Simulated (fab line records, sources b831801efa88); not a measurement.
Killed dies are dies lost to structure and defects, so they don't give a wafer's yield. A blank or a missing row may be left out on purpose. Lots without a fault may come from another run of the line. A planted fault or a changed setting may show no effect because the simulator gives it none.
fab line records | flow sky130
record lots=14 wafers=42 last_day=50
route steps=708 shown VIA2@521 CAPM@548
lots that met no fault: from a run of the same line without faults
start_h: hours from the record's first day to the start of the lot's first wafer shown | wait_h: hours since the lot's step before | " the same as in the row above | L1.1+2: a row that stands for several wafers | - no value, or no start given | * or withheld: withheld | < > ~ a bound
route shown NAME@n: a module of which the file shows steps, and the number in the route of the first | usual: mean/standard deviation of fault-free wafers | same: alike in all rows | chamber/n: place in a boat | sites: the reading at each site | _std_site: their standard deviation | _edge_site: outer sites' mean less inner sites' | radius_mm: how far each site lies from the wafer's centre | mask NAME#n: copy n | behind: the tool/chamber that last shaped the wafer | hold: why the lot was held/for how many hours/how that ended | device: the transistor (n, p or np) that didn't switch | end of line: the same wafers' tests at the end of the route | a step without rows: its recipe alone | killed: dies lost to structure and defects at the first sort, not the wafer's yield | map: a wafer's dies, x killed, . not, _ none there
set.NAME: the setting as run; set.NAME@STEP: as run at that earlier step | model.NAME: the simulator's own value behind a step, which no gauge read
steps of the route over a sample of lots; a table a step, a row a wafer
services: from which hour (start_h, from the record's first day; less than 0 if before it) a tool's chamber was out of use, for how many hours, and why
## steps
# step SKY_VIA2_ETCH_14
# recipe chemistry=N2/H2 target=BARC ion_energy_ev=200 source_w=500 bias_w=100 pressure_mtorr=30 n2_flow_sccm=100 h2_flow_sccm=200 stop_on=SiO2 time_s=45.9 target_depth_a=600
# usual drypump_motor_current_A=5.8/0.53 oes_product_au=0.854/0.005 throttle_valve_pct=13.225/0.0087
# columns lot.wafer tool chamber start_h wait_h drypump_motor_current_A oes_product_au rf_hours_counter_h throttle_valve_pct
L732.2 rie_diel-03 0 858.79 0.0 5.8 0.856 12 13.238
L732.3 " 1 " " 6.2 0.850 10 13.226
L732.6 " 2 " " 5.4 0.856 - 13.239
L734.4 rie_diel-03 3 883.43 0.0 6.5 0.856 - 13.228
L734.5 " 2 " " 5.4 0.853 - 13.226
L734.6 " 1 " " 6.1 0.852 - 13.238
L733.2 rie_diel-03 3 888.64 0.0 6.5 0.856 20 13.243
L733.3 " 2 " " 5.4 0.852 1 13.230
L733.5 " 0 " " 5.8 0.855 - 13.217
L736.2 rie_diel-03 0 905.36 0.0 5.8 0.860 13 13.229
L736.3 " 3 " " 6.6 0.855 20 13.227
L736.6 " 0 " " 5.7 0.859 - 13.231
L738.3 rie_diel-01 3 917.54 0.0 5.2 0.847 8 13.219
L738.4 " 0 " " 6.5 0.857 - 13.224
L738.6 " 3 " " 5.2 0.859 - 13.223
L739.1 rie_diel-03 3 921.04 0.0 6.6 0.852 21 13.219
L739.5 " 3 " " 6.5 0.861 - 13.230
L739.6 " 0 " " 5.7 0.848 - 13.202
L740.2 rie_diel-02 1 935.71 0.0 5.3 0.849 14 13.236
L740.3 " 2 " " 5.6 0.857 14 13.221
L740.4 " 0 " " 5.7 0.842 - 13.218
L745.2 rie_diel-02 0 958.21 0.0 5.7 0.856 15 13.231
L745.5 " 1 " " 5.3 0.861 - 13.243
L745.6 " 2 " " 5.6 0.853 - 13.220
L747.2 rie_diel-01 2 972.17 0.0 6.4 0.856 25 13.231
L747.4 " 3 " " 5.2 0.854 11 13.230
L747.5 " 0 " " 6.4 0.857 - 13.219
L748.1 rie_diel-01 3 977.66 0.0 5.2 0.853 11 13.216
L748.2 " 2 " " 6.4 0.850 25 13.215
L748.4 " 0 " " 6.4 0.849 24 13.239
L749.1 rie_diel-02 2 981.81 0.0 5.6 0.852 16 13.224
L749.2 " 3 " " 5.0 0.861 12 13.235
L749.6 " 2 " " 5.6 0.859 - 13.206
L751.3 rie_diel-01 0 999.89 0.0 6.4 0.849 24 13.227
L751.5 " 0 " " 6.5 0.859 - 13.240
L751.6 " 3 " " 5.1 0.848 - 13.223
L752.1 rie_diel-01 2 1015.27 0.0 6.4 0.851 26 13.222
L752.3 " 0 " " 6.4 0.856 25 13.229
L752.5 " 2 " " 6.4 0.855 - 13.232
L753.1 rie_diel-03 1 1019.96 0.0 6.2 0.849 15 13.228
L753.5 " 3 " " 6.5 0.859 - 13.219
L753.6 " 0 " " 5.8 0.850 - 13.227
# step SKY_VIA2_THK_MEAS_23
# recipe thk_meas_gauge=xrf reads=W_of_VIA2_CVD_21
# usual VIA2_W_THK=429/6.6
# columns lot.wafer tool chamber start_h wait_h VIA2_W_THK[nm]
L732.2 film_metro-01 - 859.81 0.1 424
L732.3 " - " " 414
L732.6 " - " " 416
L734.4 film_metro-01 - 884.45 0.1 412
L734.5 " - " " 412
L734.6 " - " " 418
L733.2 film_metro-03 - 889.66 0.1 443
L733.3 " - " " 444
L733.5 " - " " 443
L736.2 film_metro-03 - 906.39 0.1 433
L736.3 " - " " 439
L736.6 " - " " 435
L738.3 film_metro-04 - 918.58 0.1 433
L738.4 " - " " 431
L738.6 " - " " 433
L739.1 film_metro-04 - 922.05 0.1 427
L739.5 " - " " 430
L739.6 " - " " 436
L740.2 film_metro-03 - 936.73 0.1 430
L740.3 " - " " 426
L740.4 " - " " 427
L745.2 film_metro-03 - 959.30 0.1 436
L745.5 " - " " 427
L745.6 " - " " 435
L747.2 film_metro-01 - 973.23 0.1 427
L747.4 " - " " 427
L747.5 " - " " 425
L748.1 film_metro-01 - 978.87 0.1 420
L748.2 " - " " 420
L748.4 " - " " 427
L749.1 film_metro-04 - 982.82 0.1 431
L749.2 " - " " 427
L749.6 " - " " 433
L751.3 film_metro-01 - 1000.92 0.1 424
L751.5 " - " " 422
L751.6 " - " " 424
L752.1 film_metro-01 - 1016.31 0.1 422
L752.3 " - " " 424
L752.5 " - " " 426
L753.1 film_metro-01 - 1021.00 0.1 420
L753.5 " - " " 428
L753.6 " - " " 430
# step SKY_CAPM_DEVELOP_11
# recipe resist=NOVOLAK developer=TMAH develop_time_s=60 dev_temp_c=23
# usual chill_plate_temp_C=23.01/0.12 develop_time_s=60/0
# columns lot.wafer tool chamber start_h wait_h chill_plate_temp_C develop_time_s
L732.2 litho_track-03 0 885.91 0.1 23.06 60
L732.3 " 0 " " 23.23 60
L732.6 " 0 " " 23.01 60
L734.4 litho_track-01 0 910.04 0.1 23.04 60
L734.5 " 0 " " 22.82 60
L734.6 " 0 " " 22.94 60
L733.2 litho_track-01 0 915.49 0.1 22.89 60
L733.3 " 0 " " 22.89 60
L733.5 " 0 " " 22.89 60
L736.2 litho_track-01 0 931.34 0.1 23.17 60
L736.3 " 0 " " 23.26 60
L736.6 " 0 " " 23.20 60
L738.3 litho_track-01 - 943.61 0.1 - -
L738.4 " - " " - -
L738.6 " - " " - -
L739.1 litho_track-02 - 946.11 0.1 - -
L739.5 " - " " - -
L739.6 " - " " - -
L740.2 litho_track-01 0 960.89 0.1 23.09 60
L740.3 " 0 " " 23.21 60
L740.4 " 0 " " 23.15 60
L745.2 litho_track-01 0 983.29 0.1 22.85 60
L745.5 " 0 " " 22.96 60
L745.6 " 0 " " 22.99 60
L747.2 litho_track-03 0 996.46 0.1 23.03 60
L747.4 " 0 " " 22.97 60
L747.5 " 0 " " 23.05 60
L748.1 litho_track-03 0 1001.78 0.1 23.07 60
L748.2 " 0 " " 23.11 60
L748.4 " 0 " " 23.05 60
L749.1 litho_track-03 0 1005.23 0.1 23.04 60
L749.2 " 0 " " 22.92 60
L749.6 " 0 " " 22.71 60
L751.3 litho_track-03 0 1024.63 0.1 22.97 60
L751.5 " 0 " " 22.87 60
L751.6 " 0 " " 22.83 60
L752.1 litho_track-01 0 1038.77 0.1 22.95 60
L752.3 " 0 " " 22.88 60
L752.5 " 0 " " 22.87 60
L753.1 litho_track-02 0 1043.26 0.1 23.10 60
L753.5 " 0 " " 23.11 60
L753.6 " 0 " " 23.08 60
# step SKY_CAPM_OVL_MEAS_12
# usual CAPM_OVL=0.7/1.5
# columns lot.wafer tool chamber start_h wait_h CAPM_OVL[nm]
L732.2 overlay-01 - 886.04 0.1 0.6
L732.3 " - " " 0.3
L732.6 " - " " -1.2
L734.4 overlay-02 - 910.13 0.1 -0.1
L734.5 " - " " 0.1
L734.6 " - " " 0.0
L733.2 overlay-02 - 915.62 0.1 3.0
L733.3 " - " " 3.9
L733.5 " - " " 2.0
L736.2 overlay-01 - 931.47 0.1 1.6
L736.3 " - " " 0.0
L736.6 " - " " 0.2
L738.3 overlay-01 - 943.73 0.1 -
L738.4 " - " " -
L738.6 " - " " -
L739.1 overlay-02 - 946.26 0.1 -
L739.5 " - " " -
L739.6 " - " " -
L740.2 overlay-02 - 961.02 0.1 1.5
L740.3 " - " " 1.1
L740.4 " - " " -0.9
L745.2 overlay-02 - 983.42 0.1 -1.0
L745.5 " - " " 0.5
L745.6 " - " " -0.3
L747.2 overlay-01 - 996.59 0.1 0.2
L747.4 " - " " -0.8
L747.5 " - " " 0.1
L748.1 overlay-01 - 1001.93 0.1 0.8
L748.2 " - " " 1.0
L748.4 " - " " 0.8
L749.1 overlay-01 - 1005.38 0.1 1.3
L749.2 " - " " 2.4
L749.6 " - " " 0.3
L751.3 overlay-02 - 1024.75 0.1 -0.1
L751.5 " - " " 1.3
L751.6 " - " " -0.7
L752.1 overlay-02 - 1038.92 0.1 0.7
L752.3 " - " " 1.4
L752.5 " - " " 2.6
L753.1 overlay-01 - 1043.41 0.1 2.6
L753.5 " - " " 3.7
L753.6 " - " " 2.4
## services
# columns tool chamber start_h hours kind
litho_track-01 - 845.65 - consumable_replace:filter
rie_diel-02 - 851.03 0.2 repair
rie_diel-03 3 859.84 3.5 repair
rie_diel-03 0 874.78 11.9 repair
rie_diel-01 1 876.91 86.9 repair
rie_diel-02 0 876.93 2.8 repair
rie_diel-01 2 913.82 1.8 repair
rie_diel-02 3 928.86 18.5 repair
rie_diel-03 1 929.57 8.1 repair
rie_diel-03 0 941.26 2.2 repair
rie_diel-03 3 955.67 - clean
rie_diel-03 3 955.67 24.1 scheduled_down
rie_diel-03 3 955.67 24.1 vent_cycle
litho_track-03 - 962.95 - consumable_replace:filter
rie_diel-02 0 996.02 2.6 repair
rie_diel-03 - 1007.99 0.1 repair
rie_diel-03 1 1009.87 3.2 repair
rie_diel-03 3 1011.49 8.2 repair
rie_diel-01 - 1026.96 0.9 repair
## key
first_sign step=SKY_CAPM_DEVELOP_11 reading=tool_record direction=missing
effect none on later readings
met_at SKY_CAPM_DEVELOP_11
struck_lots L738,L739
later_rows_left_out L738.3,L738.4,L738.6,L739.1,L739.5,L739.6
sort_left_out L738.3,L738.4,L738.6,L739.1,L739.5,L739.6
not_acting_at SKY_VIA2_ETCH_14,SKY_VIA2_THK_MEAS_23,SKY_CAPM_OVL_MEAS_12
onset_between 931.34 943.61
fault kind=skipped_step_whole tool=litho_track-01,litho_track-02 chamber=- onset_h=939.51 steps=SKY_CAPM_DEVELOP_11 scope=struck_lots_only
# sort_left_out: the simulated sort isn't trusted on such a fault, so these wafers' sort isn't shown, and their yield isn't known
# later_rows_left_out: the simulator's readings of these wafers behind a module that went badly wrong aren't trusted and aren't shown, but for the sort
